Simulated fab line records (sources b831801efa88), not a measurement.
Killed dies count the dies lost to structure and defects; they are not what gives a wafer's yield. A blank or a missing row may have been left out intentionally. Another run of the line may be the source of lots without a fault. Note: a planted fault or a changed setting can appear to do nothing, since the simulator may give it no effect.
Which tool was responsible? ; flow gf180mcu ; 13 lots, 39 wafers sampled, at 5 steps of a route of 602

## WHAT THE GAUGES SHOWED, per wafer
GF_HV_LDD_THK_MEAS_55.
lot;measured;on;HV_LDD_CVD_54_THK (nm)
L326;day 12 09:59;filmMetro-04;9.84 9.92 9.85
L329;day 13 09:43;filmMetro-04;10.06 10.06 10.14
L330;day 13 15:28;filmMetro-02;10.18 10.27 10.17
L331;day 14 00:06;filmMetro-01;10.12 9.98 9.98
L332;day 14 10:33;filmMetro-04;10.03 10.09 10.00
L334;day 14 21:27;filmMetro-01;9.88 9.88 9.76
L336;day 15 20:40;filmMetro-04;10.05 9.92 9.93
L338;day 16 10:51;filmMetro-04;10.06 9.98 9.87
L342;day 18 05:21;filmMetro-02;10.14 10.02 10.12
L343;day 18 16:33;filmMetro-02;9.78 9.75 9.79
L344;day 18 17:27;filmMetro-04;9.93 9.87 9.91
L346;day 19 22:17;filmMetro-04;10.03 10.03 10.11
L347;day 19 21:50;filmMetro-01;10.08 10.11 10.21

GF_V1_RS_MEAS_24: the measuring method here is four-point-probe.
lot;measured;on;V1_W_RS (ohm/sq)
L326;day 17 23:55;filmMetro-02;0.3307 0.3250 0.3301
L329;day 19 02:40;filmMetro-03;0.3312 0.3326 0.3281
L330;day 19 12:17;filmMetro-02;0.3327 0.3249 0.3300
L331;day 19 22:23;filmMetro-01;0.3192 0.3260 0.3230
L332;day 20 11:10;filmMetro-01;0.3274 0.3282 0.3291
L334;day 20 22:43;filmMetro-02;0.3231 0.3246 0.3274
L336;day 22 05:20;filmMetro-03;0.3312 0.3309 0.3310
L338;day 22 16:19;filmMetro-03;0.3237 0.3258 0.3266
L342;day 24 10:36;filmMetro-03;0.3256 0.3279 0.3310
L343;day 24 21:26;filmMetro-02;0.3280 0.3287 0.3247
L344;day 25 01:52;filmMetro-01;0.3270 0.3262 0.3258
L346;day 25 23:02;filmMetro-03;0.3280 0.3250 0.3257
L347;day 25 22:53;filmMetro-01;0.3268 0.3251 0.3251

## EACH LOT AND THE TOOL THAT RAN IT (in order: tool; ch and the chambers of the sampled wafers; start)
lot;GF_NWELL_COAT_02;GF_NWELL_STRIP_10;GF_VT_IMPLANT_RTA_45
L326;lithoTrack-01 ch 0, day 3 00:57;plasmaAsher-01 ch 0,1, day 3 07:56;rtpAnneal-02 ch 0, day 7 13:15
L329;lithoTrack-01 ch 0, day 3 16:46;plasmaAsher-02 ch 1, day 3 23:39;rtpAnneal-01 ch 0, day 8 09:07
L330;lithoTrack-02 ch 0, day 3 21:56;plasmaAsher-02 ch 0,1, day 4 05:06;rtpAnneal-01 ch 0, day 8 15:16
L331;lithoTrack-04 ch 0, day 4 04:05;plasmaAsher-01 ch 0,1, day 4 11:33;rtpAnneal-01 ch 0, day 8 22:53
L332;lithoTrack-02 ch 0, day 4 09:21;plasmaAsher-02 ch 0,1, day 4 16:36;rtpAnneal-02 ch 0, day 9 06:38
L334;lithoTrack-01 ch 0, day 4 18:37;plasmaAsher-03 ch 0,1, day 5 02:06;rtpAnneal-02 ch 0, day 9 16:23
L336;lithoTrack-04 ch 0, day 5 07:31;plasmaAsher-03 ch 0,1, day 5 14:48;rtpAnneal-02 ch 0, day 10 09:54
L338;lithoTrack-01 ch 0, day 5 17:16;plasmaAsher-03 ch 0, day 6 00:50;rtpAnneal-02 ch 0, day 10 22:55
L342;lithoTrack-02 ch 0, day 6 15:54;plasmaAsher-01 ch 1, day 6 23:41;rtpAnneal-01 ch 0, day 12 00:32
L343;lithoTrack-01 ch 0, day 6 19:40;plasmaAsher-02 ch 0,1, day 7 03:41;rtpAnneal-01 ch 0, day 12 07:20
L344;lithoTrack-01 ch 0, day 7 01:58;plasmaAsher-01 ch 0,1, day 7 10:28;rtpAnneal-01 ch 0, day 12 16:19
L346;lithoTrack-02 ch 0, day 7 14:15;plasmaAsher-03 ch 0,1, day 7 22:44;rtpAnneal-02 ch 0, day 13 07:47
L347;lithoTrack-02 ch 0, day 7 18:50;plasmaAsher-01 ch 0,1, day 8 03:09;rtpAnneal-02 ch 0, day 13 10:37
- GF_NWELL_COAT_02: resist thk 3000 nm.
- GF_NWELL_STRIP_10: strips in O2/N2.
- GF_VT_IMPLANT_RTA_45: time 30 s.

## AS READ BY THE TOOLS THEMSELVES (means over the sampled wafers that have a number; for cases with no such wafer, the mark the record gives instead)
GF_NWELL_COAT_02.
lot;tool;exhaustPa (Pa)
L326;lithoTrack-01;43.8
L329;lithoTrack-01;44.0
L330;lithoTrack-02;45.2
L331;lithoTrack-04;44.7
L332;lithoTrack-02;44.3
L334;lithoTrack-01;43.9
L336;lithoTrack-04;44.0
L338;lithoTrack-01;45.0
L342;lithoTrack-02;45.9
L343;lithoTrack-01;44.5
L344;lithoTrack-01;44.7
L346;lithoTrack-02;45.2
L347;lithoTrack-02;45.3

GF_NWELL_STRIP_10.
lot;tool;drypumpMotorCurrentA (A);heaterPowerW (W);oesProductAu (a.u.);stripTimeToEndpointS (s)
L326;plasmaAsher-01;5.4;361;0.725;37.09
L329;plasmaAsher-02;5.4;334;0.721;36.94
L330;plasmaAsher-02;5.4;329;0.725;36.92
L331;plasmaAsher-01;5.5;339;0.722;37.01
L332;plasmaAsher-02;5.5;331;0.723;36.99
L334;plasmaAsher-03;6.0;331;0.724;36.95
L336;plasmaAsher-03;6.0;330;0.727;36.87
L338;plasmaAsher-03;6.5;316;0.724;37.01
L342;plasmaAsher-01;5.3;377;0.723;37.04
L343;plasmaAsher-02;5.5;339;0.723;32.52
L344;plasmaAsher-01;5.4;361;0.721;32.42
L346;plasmaAsher-03;5.4;340;0.720;37.06
L347;plasmaAsher-01;5.5;338;0.721;36.96

GF_VT_IMPLANT_RTA_45.
lot;tool;lampPowerPct (%);wafer_temp_C_max
L326;rtpAnneal-02;41.1;1056.0
L329;rtpAnneal-01;39.1;1054.8
L330;rtpAnneal-01;39.2;1054.0
L331;rtpAnneal-01;39.2;1054.1
L332;rtpAnneal-02;41.0;1055.8
L334;rtpAnneal-02;41.0;1054.8
L336;rtpAnneal-02;41.1;1055.1
L338;rtpAnneal-02;41.1;1054.9
L342;rtpAnneal-01;39.1;1055.1
L343;rtpAnneal-01;39.1;1054.5
L344;rtpAnneal-01;39.1;1054.4
L346;rtpAnneal-02;41.0;1054.9
L347;rtpAnneal-02;41.0;1055.2

## THE ANSWER, worked out from the rows above alone
Rule: usual is defined by the lots themselves. The widest of any qualifying gaps counts: lots, ordered by their means at a reading, are off when they make up no more than a third of the lots, leave a main group of 4 or more, and stand apart from it by 3 or more times the standard deviation of that group's means. If all means in a main group match to the digits the tables above print for the reading, that group is not used. A lot without any number at a reading at which 4 lots or more have one is off too. Any other lot the step has rows for is counted as sound. First the gauges in route order, then the tools' own readings, where a lot's mean is used as printed above. At the first step where some lot is off, the reading lying furthest off is the one used; lots without a number count as furthest.
Off: L343, L344 (GF_NWELL_STRIP_10, stripTimeToEndpointS). The main group has a mean of 36.99 s with a standard deviation of 0.062.
If a tool, at that step or one of the process steps before it, ran each lot that is off and ran no sound lot following the first of them, it fits. One candidate fits, namely lithoTrack-01 at GF_NWELL_COAT_02. Its last sound lot is L338 (day 5 17:16), its first lot that is off L343 (day 6 19:40): a fault that began between those two fits.

## WHAT WAS PUT IN BY THE SIMULATOR
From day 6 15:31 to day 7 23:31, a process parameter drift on lithoTrack-01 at GF_NWELL_COAT_02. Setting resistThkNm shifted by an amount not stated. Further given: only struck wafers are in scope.
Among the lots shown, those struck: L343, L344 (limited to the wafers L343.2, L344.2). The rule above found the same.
